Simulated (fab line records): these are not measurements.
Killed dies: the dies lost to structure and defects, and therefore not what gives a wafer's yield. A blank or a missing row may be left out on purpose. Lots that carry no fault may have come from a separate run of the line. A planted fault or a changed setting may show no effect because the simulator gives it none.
Comparing a struck lot with a sound one | flow gf180mcu | 14 steps out of a route of 602
Sound: wafers L570.1, L570.4, L570.6. The struck wafers were L582.1, L582.3, L582.4. Last of all comes the cause.
At each step with rows: each side's tool, then ch and its chambers, then its first start. Under that, the readings that differ: sound wafers | struck wafers | difference of the means | sigmas: that difference in standard deviations of wafers without a fault.
alike: same words and numbers on both sides, and readings whose means sit less than 2 such deviations apart. not compared: any withheld reading, any reading some wafer has no value for, any bound like >300 that may hide the same value, and any number with overlapping values for which the record gives no deviation.
The two part at a step that has a row with sigmas, a row that says differs or no value, or rows on one side only. Numbers that don't overlap but have no deviation are shown without sigmas and don't part them. Lack of a reading on every wafer of one side parts them only where that side has two or more wafers.

first, 6 steps without rows for these wafers: GF_M3_HMDS_08 (prime time 60 s); GF_M3_COAT_09 (resist thk 1000 nm); GF_M3_SOFTBAKE_10 (time 60 s); GF_M3_EXPOSE_11 (exposes mask Metal3, target cd 280 nm); GF_M3_PEB_12 (peb time 90 s); GF_M3_DEVELOP_13 (develop time 60 s).
GF_M3_CD_MEAS_14: the cd target is 280 nm.
  struck on cd sem-01, day 27 11:51; sound on cd sem-02, day 23 16:49
  alike: cd nm
GF_M3_OVL_MEAS_15:
  struck on overlay-01, day 27 11:58; sound on overlay-01, day 23 16:56
  alike: M3_OVL
GF_M3_METAL_ETCH_16: etches the open film in Cl2/BCl3, stops on SiO2, target depth 627.5 nm, time 104.6 s.
  sound on rie metal-01 ch 0,1, day 23 16:58; struck on rie metal-02 ch 0,1, day 27 12:00
  alike: bias w, chamber pressure mTorr, drypump motor current A, oes product au, throttle valve pct
  not compared: rf hours counter h
GF_M3_STRIP_17: strips in O2/N2.
  sound on plasma asher-03 ch 0,1, day 23 17:04; struck on plasma asher-01 ch 0,1, day 27 12:07
  alike: chamber pressure mTorr, drypump motor current A, heater power w, o2 flow sccm, oes product au, strip time to endpoint s
  not compared: rf hours counter h
then, 2 steps without rows for these wafers: GF_M3_STRIP_18 (strips in post etch residue remover, time 1200 s); GF_M3_CLEAN_19 (cleans in DIW).
GF_V3_CVD_00: deposits SiO2, target thk 600 nm, time 100 s.
  sound on hdpcvd-02 ch 1,2, day 23 17:37; struck on hdpcvd-02 ch 0,1,2, day 27 12:41
  no value came back on the struck wafers for pressure mtorr (mTorr), run length s (s); on the sound wafers pressure mtorr (mTorr) reads 6.011 6.008 6.017
GF_V3_CVD_02: deposits SiO2 from TEOS, target thk 850 nm, time 94.851 s.
  sound on pecvd-03 ch 0,1, day 23 17:44; struck on pecvd-03 ch 0,1,2, day 27 12:49
  alike: heater power outer w, heater power w
  not compared: since wet clean h

WHERE THEY PART
Only at GF_V3_CVD_00, as far as this record shows. Later steps at which nothing parts them and some readings are alike: GF_V3_CVD_02.

WHY: whatever the simulator had introduced
Step skipped in full: hdpcvd-02, at GF_V3_CVD_00, from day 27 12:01 onward. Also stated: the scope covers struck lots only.
